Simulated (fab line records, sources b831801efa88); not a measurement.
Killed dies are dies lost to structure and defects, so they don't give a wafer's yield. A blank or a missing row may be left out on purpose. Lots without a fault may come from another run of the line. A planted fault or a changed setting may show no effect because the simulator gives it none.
Which tool did it? | flow sky130 | 13 lots, 39 wafers sampled, at 4 steps of a route of 708

WHAT THE GAUGES READ, wafer by wafer
SKY_RES_PROTECT_TW_MEAS_08.
lot  | measured     | on            | POLY_GATE_TW
L574 | day 13 12:12 | film_metro-02 | 4114 4121 4094
L577 | day 16 20:01 | film_metro-04 | 4052 4044 4072
L578 | day 16 20:31 | film_metro-04 | 4047 4051 4048
L579 | day 17 05:16 | film_metro-02 | 4112 4094 4100
L581 | day 18 04:22 | film_metro-04 | 4034 4065 4036
L584 | day 19 08:10 | film_metro-01 | 4028 3992 4000
L585 | day 19 15:19 | film_metro-02 | 4099 4085 4064
L586 | day 21 22:55 | film_metro-04 | 4039 4070 4053
L591 | day 21 23:58 | film_metro-04 | 4048 4068 4056
L592 | day 22 02:17 | film_metro-02 | 4073 4082 4081
L595 | day 23 21:34 | film_metro-01 | 3990 4003 3984
L596 | day 23 23:25 | film_metro-02 | 4049 4056 4052
L597 | day 24 09:06 | film_metro-02 | 4059 4075 4063

SKY_LDD_N_OVL_MEAS_07.
lot  | measured     | on         | LDD_N_OVL (nm)
L574 | day 16 03:40 | overlay-02 | 0.0 1.4 1.4
L577 | day 19 12:36 | overlay-01 | 0.4 -0.4 -0.5
L578 | day 19 12:55 | overlay-02 | 1.4 0.5 2.3
L579 | day 19 23:15 | overlay-02 | -0.6 -0.6 -0.4
L581 | day 20 22:52 | overlay-01 | -1.5 0.0 0.6
L584 | day 22 02:24 | overlay-01 | 1.5 0.7 0.8
L585 | day 22 09:16 | overlay-01 | 0.7 0.8 1.9
L586 | day 24 17:46 | overlay-01 | 1.8 0.7 0.7
L591 | day 24 18:25 | overlay-01 | 1.5 0.4 1.3
L592 | day 24 21:08 | overlay-02 | -0.7 0.2 -0.4
L595 | day 26 16:52 | overlay-02 | 0.8 0.8 1.2
L596 | day 26 17:09 | overlay-02 | -2.5 0.6 -2.6
L597 | day 27 00:25 | overlay-01 | 1.3 1.8 1.1

WHICH TOOL RAN EACH LOT (tool, then ch and the chambers of the sampled wafers, then the start)
lot  | SKY_GATE_OXIDE_OXIDATION_16   | SKY_POLY_GATE_ETCH_15
L574 | furnace-01 ch 0, day 12 08:42 | rie_diel-02 ch 0,2, day 14 21:32
L577 | furnace-01 ch 0, day 15 13:13 | rie_diel-04 ch 1,2, day 18 02:32
L578 | furnace-01 ch 0, day 15 13:13 | rie_diel-02 ch 0,1,3, day 18 03:50
L579 | furnace-02 ch 0, day 15 22:09 | rie_diel-04 ch 1,2, day 18 14:44
L581 | furnace-01 ch 0, day 16 22:17 | rie_diel-04 ch 0,1,3, day 19 13:59
L584 | furnace-01 ch 0, day 17 21:42 | rie_diel-04 ch 0,1,2, day 20 17:20
L585 | furnace-01 ch 0, day 18 06:18 | rie_diel-04 ch 0,1,3, day 20 23:50
L586 | furnace-01 ch 0, day 20 12:44 | rie_diel-04 ch 0,1,2, day 23 09:13
L591 | furnace-01 ch 0, day 20 12:44 | rie_diel-01 ch 1,3, day 23 09:55
L592 | furnace-02 ch 0, day 20 15:58 | rie_diel-02 ch 0,2, day 23 11:21
L595 | furnace-02 ch 0, day 22 11:10 | rie_diel-04 ch 0,1,3, day 25 08:43
L596 | furnace-01 ch 0, day 22 12:21 | rie_diel-02 ch 1,2,3, day 25 08:37
L597 | furnace-02 ch 0, day 22 23:21 | rie_diel-04 ch 0,3, day 25 16:40
- SKY_GATE_OXIDE_OXIDATION_16: stabilise 600 s, purge 300 s, target thk 3.57 nm.
- SKY_POLY_GATE_ETCH_15: etches BARC in N2/H2, stops on SiO2, time 118.5 s, target depth 110 nm.

WHAT THE TOOLS THEMSELVES READ (means of the sampled wafers that have a number; where no wafer has one, the mark that the record gives instead)
SKY_GATE_OXIDE_OXIDATION_16.
lot  | tool       | ramp_up_c_per_min
L574 | furnace-01 | 9.9995
L577 | furnace-01 | 10.0004
L578 | furnace-01 | 9.9999
L579 | furnace-02 | 10.0003
L581 | furnace-01 | 10.0002
L584 | furnace-01 | 10.0006
L585 | furnace-01 | 10.0017
L586 | furnace-01 | 10.0007
L591 | furnace-01 | 9.9979
L592 | furnace-02 | 10.0001
L595 | furnace-02 | 9.9991
L596 | furnace-01 | 9.9991
L597 | furnace-02 | 10.0020

SKY_POLY_GATE_ETCH_15.
lot  | tool        | chamber_pressure_mTorr (mTorr) | drypump_motor_current_A (A) | oes_product_au (a.u.) | throttle_valve_pct (%)
L574 | rie_diel-02 | 30.016                         | 5.3                         | 0.717                 | 13.211
L577 | rie_diel-04 | 30.018                         | 5.6                         | 0.717                 | 13.203
L578 | rie_diel-02 | 29.999                         | 5.8                         | 0.720                 | 13.209
L579 | rie_diel-04 | 30.014                         | 5.7                         | 0.713                 | 13.213
L581 | rie_diel-04 | 30.007                         | 6.0                         | 0.714                 | 13.211
L584 | rie_diel-04 | 30.003                         | 5.8                         | 0.719                 | 13.216
L585 | rie_diel-04 | 30.011                         | 6.0                         | 0.720                 | 13.206
L586 | rie_diel-04 | 30.016                         | 5.8                         | 0.719                 | 13.213
L591 | rie_diel-01 | 29.999                         | 5.4                         | 0.715                 | 13.223
L592 | rie_diel-02 | 29.995                         | 5.4                         | 0.718                 | 13.217
L595 | rie_diel-04 | 30.009                         | 6.0                         | 0.715                 | 13.214
L596 | rie_diel-02 | 30.034                         | 5.9                         | 0.718                 | 13.212
L597 | rie_diel-04 | 29.991                         | 6.2                         | 0.711                 | 13.209

THE ANSWER, worked out from the rows above alone
Rule: what is usual is taken from the lots themselves. Put in order of their means at a reading, lots are off if they are a third of the lots or fewer, leave a main group of 4 or more, and stand apart from it by a gap of 3 or more times the standard deviation of the main group's means; of several such gaps the widest counts. A main group whose means are all the same, to the digits that the tables above print for the reading, isn't used. A lot without any number at a reading at which 4 lots or more have one is off too. The other lots that the step has rows for count as sound. The gauges are gone through in route order, then the tools' own readings, and for those a lot's mean is taken as printed above. The first step at which some lot is off is used, and at that step the reading that is off furthest; a lot without a number counts as furthest.
No lot is off at any reading shown: from this, nothing can be told.

WHAT THE SIMULATOR HAD PUT IN
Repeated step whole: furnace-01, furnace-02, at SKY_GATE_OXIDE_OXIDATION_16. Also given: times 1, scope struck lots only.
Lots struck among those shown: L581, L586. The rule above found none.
